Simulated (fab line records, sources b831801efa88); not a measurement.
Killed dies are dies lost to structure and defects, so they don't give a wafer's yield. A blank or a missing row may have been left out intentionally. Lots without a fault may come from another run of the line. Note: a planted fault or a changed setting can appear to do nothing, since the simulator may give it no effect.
Matching of chambers | flow sky130 | 4 sister chambers for SKY_CONTACT_ETCH_17 on rie diel-04
The step etches SiO2 in C4F8/O2/Ar, stops on Si3N4, target depth 340 nm. 4 wafers are shown with their chamber, then 9 later ones without.

## WAFERS WITH THEIR CHAMBER
wafer  | chamber | oes product au (a.u.)
L081.3 | 0       | 0.895
L086.3 | 3       | 0.899
L089.1 | 1       | 0.896
L089.5 | 2       | 0.895

## WAFERS MISSING THEIR CHAMBER
wafer  | oes product au (a.u.)
L090.2 | 0.889
L090.3 | 0.894
L090.4 | 0.901
L091.1 | 0.898
L091.2 | 0.888
L091.6 | 0.884
L092.1 | 0.891
L092.3 | 0.895
L092.6 | 0.894

## EACH ONE'S CHAMBER
wafer  | from the rows above               | in truth
L090.2 | can't be placed: 0 or 2 or 1 or 3 | 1
L090.3 | can't be placed: 0 or 2 or 1 or 3 | 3
L090.4 | can't be placed: 3 or 1 or 0 or 2 | 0
L091.1 | can't be placed: 3 or 1 or 0 or 2 | 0
L091.2 | can't be placed: 0 or 2 or 1 or 3 | 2
L091.6 | can't be placed: 0 or 2 or 1 or 3 | 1
L092.1 | can't be placed: 0 or 2 or 1 or 3 | 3
L092.3 | can't be placed: 0 or 2 or 1 or 3 | 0
L092.6 | can't be placed: 0 or 2 or 1 or 3 | 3
Correctly placed: 0 of 9. Can't be placed from these rows: 9 (the true chamber is among the candidates in 9). Number placed wrongly: 0.
How it was worked out, from the rows above alone: a wafer's distance from a chamber is the root of the sum, over the readings, of the square of ((its reading less the chamber's mean) divided by the reading's scatter). The wafer belongs to the nearest chamber; if the next one is less than 2 further off, it can't be placed. For every chamber, the mean is computed from those of its wafers that are shown. The scatter (one wafer shown for each chamber): square how far every hidden wafer sits from the nearest shown wafer, average those squares and take the square root.
